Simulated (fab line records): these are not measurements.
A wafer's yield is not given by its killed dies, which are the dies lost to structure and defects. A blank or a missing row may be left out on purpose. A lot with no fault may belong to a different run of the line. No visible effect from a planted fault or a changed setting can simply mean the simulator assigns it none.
Which tool was responsible? || flow sky130 || 11 lots, 33 wafers sampled, at 2 steps of a route of 708

## WHAT THE GAUGES SHOWED, per wafer
SKY_SPACER_THK_MEAS_01.
{"lot": "L583", "measured": "day 22 20:26", "on": "film metro-03", "SPACER_CVD_00_THK (nm)": "43.6 43.8 43.2"}
{"lot": "L587", "measured": "day 23 23:50", "on": "film metro-03", "SPACER_CVD_00_THK (nm)": "43.1 42.6 43.3"}
{"lot": "L586", "measured": "day 24 01:02", "on": "film metro-02", "SPACER_CVD_00_THK (nm)": "43.7 43.2 43.6"}
{"lot": "L588", "measured": "day 24 15:58", "on": "film metro-01", "SPACER_CVD_00_THK (nm)": "43.1 42.8 42.7"}
{"lot": "L589", "measured": "day 25 04:39", "on": "film metro-03", "SPACER_CVD_00_THK (nm)": "43.3 43.9 43.5"}
{"lot": "L592", "measured": "day 26 04:08", "on": "film metro-03", "SPACER_CVD_00_THK (nm)": "43.2 43.1 43.1"}
{"lot": "L595", "measured": "day 27 05:21", "on": "film metro-02", "SPACER_CVD_00_THK (nm)": "25.7 25.6 25.5 25.7 25.6 25.5"}
{"lot": "L596", "measured": "day 27 12:35", "on": "film metro-03", "SPACER_CVD_00_THK (nm)": "25.9 26.8 26.4 25.9 26.8 26.5"}
{"lot": "L597", "measured": "day 28 02:58", "on": "film metro-01", "SPACER_CVD_00_THK (nm)": "26.9 27.3 27.2 26.9 27.3 27.1"}
{"lot": "L605", "measured": "day 30 11:46", "on": "film metro-03", "SPACER_CVD_00_THK (nm)": "43.1 43.2 43.2"}
{"lot": "L606", "measured": "day 30 14:58", "on": "film metro-03", "SPACER_CVD_00_THK (nm)": "43.7 43.3 43.5"}

## WHICH TOOL RAN EACH LOT (tool, then ch and the chambers of the sampled wafers, then the start)
{"lot": "L583", "SKY_SPACER_CVD_00": "lpcvd-02 ch 0, day 22 19:14"}
{"lot": "L587", "SKY_SPACER_CVD_00": "lpcvd-02 ch 0, day 23 22:37"}
{"lot": "L586", "SKY_SPACER_CVD_00": "lpcvd-02 ch 0, day 23 23:50"}
{"lot": "L588", "SKY_SPACER_CVD_00": "lpcvd-02 ch 0, day 24 14:46"}
{"lot": "L589", "SKY_SPACER_CVD_00": "lpcvd-02 ch 0, day 25 03:26"}
{"lot": "L592", "SKY_SPACER_CVD_00": "lpcvd-02 ch 0, day 26 02:56"}
{"lot": "L595", "SKY_SPACER_CVD_00": "lpcvd-02 ch 1, day 27 04:08"}
{"lot": "L596", "SKY_SPACER_CVD_00": "lpcvd-02 ch 1, day 27 11:23"}
{"lot": "L597", "SKY_SPACER_CVD_00": "lpcvd-02 ch 0, day 28 01:46"}
{"lot": "L605", "SKY_SPACER_CVD_00": "lpcvd-02 ch 0, day 30 10:32"}
{"lot": "L606", "SKY_SPACER_CVD_00": "lpcvd-02 ch 1, day 30 13:46"}
- SKY_SPACER_CVD_00: deposits Si3N4 from DCS/NH3, target thk 43.1 nm, time 740 s.

## THE ANSWER, worked out from the rows above alone
Rule: usual is defined by the lots themselves. Put in order of their means at a reading, lots are off if they are a third of the lots or fewer, leave a main group of 4 or more, and stand apart from it by a gap of 3 or more times the standard deviation of the main group's means; of several such gaps the widest counts. Not used: any main group whose means are identical at the precision the tables above print for the reading. Also off: a lot with no number at a reading for which 4 or more lots have one. Where the step has rows for the other lots, those lots are counted as sound.
Off: at SKY_SPACER_THK_MEAS_01 (SPACER_CVD_00_THK), L595, L596, L597. The main group has a mean of 43.3 nm with a standard deviation of 0.26.
A tool fits if, at a process step before that reading, it ran every lot that is off, and no sound lot after the first of them. Gauges at SKY_SPACER_THK_MEAS_01: tried the same way as those tools. None of those tried fits.

## WHAT THE SIMULATOR PUT IN
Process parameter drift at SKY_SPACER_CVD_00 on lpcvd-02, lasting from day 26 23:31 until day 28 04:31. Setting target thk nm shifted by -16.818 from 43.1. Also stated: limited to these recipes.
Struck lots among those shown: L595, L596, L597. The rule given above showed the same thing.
